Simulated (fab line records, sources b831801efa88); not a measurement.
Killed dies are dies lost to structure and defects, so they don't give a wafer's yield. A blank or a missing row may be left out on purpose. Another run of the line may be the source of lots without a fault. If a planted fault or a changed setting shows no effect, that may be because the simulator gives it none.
Split-lot study ; flow sfq line ; route with 325 steps; 5 lots, 23 wafers read

ABOUT THE SPLIT
At SFQ_TRILAYER_C5_LITHO_COAT_151 (resist thk 650 nm), the setting resist thk nm was moved away from the recipe's 650 nm on 6 of the 23 wafers read, by -4.3% to +4.4%. This setting was run at the recipe's value on the other wafers.

FROM THE SPLIT TO THE READING: what the file shows between them, 3 steps
- SFQ_TRILAYER_C5_LITHO_SOFTBAKE_155
- SFQ_TRILAYER_C5_LITHO_EXPOSE_152: exposes mask C5, target cd 500 nm
- SFQ_TRILAYER_C5_LITHO_DEVELOP_153: time 60 s

THE READING
KrF_of_TRILAYER_C5_LITHO_COAT_151.thk nm (the simulator's own value, which no gauge read), in nm, at SFQ_TRILAYER_C5_BARC_OPEN_VIA_ETCH_210 (etches BARC in O2, target depth 125 nm, time 41.7 s). No usual value for it is given in the file. The 17 wafers here that ran the recipe average 577.6 nm, standard deviation 1.7 nm.

wafer;tool, chamber at the split;resist thk nm as run, nm;against the recipe;KrF_of_TRILAYER_C5_LITHO_COAT_151.thk nm, nm;against lot-mates on the recipe
L077.1;litho track-04, 0;622.1;-4.3%;549.5;-28.0
L077.2;litho track-04, 0;650;recipe;576;-
L077.4;litho track-04, 0;622.1;-4.3%;551.5;-26.0
L077.5;litho track-04, 0;650;recipe;578.1;-
L077.6;litho track-04, 0;650;recipe;578.3;-
L079.1;litho track-01, 0;650;recipe;577;-
L079.2;litho track-01, 0;650;recipe;579.6;-
L079.3;litho track-01, 0;650;recipe;578.1;-
L079.4;litho track-01, 0;650;recipe;579;-
L079.6;litho track-01, 0;650;recipe;577.4;-
L080.1;litho track-01, 0;650;recipe;579.8;-
L080.2;litho track-01, 0;650;recipe;580.1;-
L080.3;litho track-01, 0;650;recipe;580.1;-
L080.4;litho track-01, 0;678.6;+4.4%;607;+27.0
L080.5;litho track-01, 0;678.6;+4.4%;608.9;+28.9
L081.1;litho track-04, 0;650;recipe;577.2;-
L081.4;litho track-04, 0;650;recipe;574.9;-
L081.5;litho track-04, 0;650;recipe;575.6;-
L085.2;litho track-03, 0;650;recipe;574.9;-
L085.3;litho track-03, 0;630.2;-3.0%;554.4;-21.5
L085.4;litho track-03, 0;650;recipe;577.6;-
L085.5;litho track-03, 0;650;recipe;575.2;-
L085.6;litho track-03, 0;630.2;-3.0%;557.9;-18.0

THE FIT
A straight line over all 23 wafers: KrF_of_TRILAYER_C5_LITHO_COAT_151.thk nm changes by +6.7 nm for each +1% of resist thk nm; r = +0.99; the points scatter about the line by 1.8 nm.
The same after taking each lot's own level away (the mean of its wafers on the recipe; 23 wafers): +6.35 nm for each +1%; r = +1.00; scatter 1.1 nm.
Per that fit: largest resist thk nm move, reading shift of 28 nm.
Across the lots, their own levels run from 575.90 to 580.00 nm, a range of 2.4 times the standard deviation given above.
The two slopes agree, so the slope changes little with the lot-to-lot level.
Check: for one of the wafers moved furthest among these (+4.4%), held out of the fit, the line's prediction against its lot-mates is +28.3 nm. It came out at +27 nm against them.

THE WHOLE CHAIN: every reading that the file lists as answering this split, in the file's order
step;what it does;reading;change (the file's fit);r (the file's)
SFQ_TRILAYER_C5_LITHO_COAT_151;resist thk 650 nm;KrF_of_TRILAYER_C5_LITHO_COAT_151.thk nm (the simulator's own value, which no gauge read);+6.38 nm for each +1% of the setting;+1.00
SFQ_TRILAYER_C5_BARC_OPEN_VIA_ETCH_210;etches BARC in O2, target depth 125 nm, time 41.7 s;KrF_of_TRILAYER_C5_LITHO_COAT_151.thk nm (the simulator's own value, which no gauge read);+6.35 nm for each +1% of the setting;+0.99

FILE'S OWN FIT
KrF_of_TRILAYER_C5_LITHO_COAT_151.thk nm changes by +6.35 nm for each +1% of resist thk nm, r = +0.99.
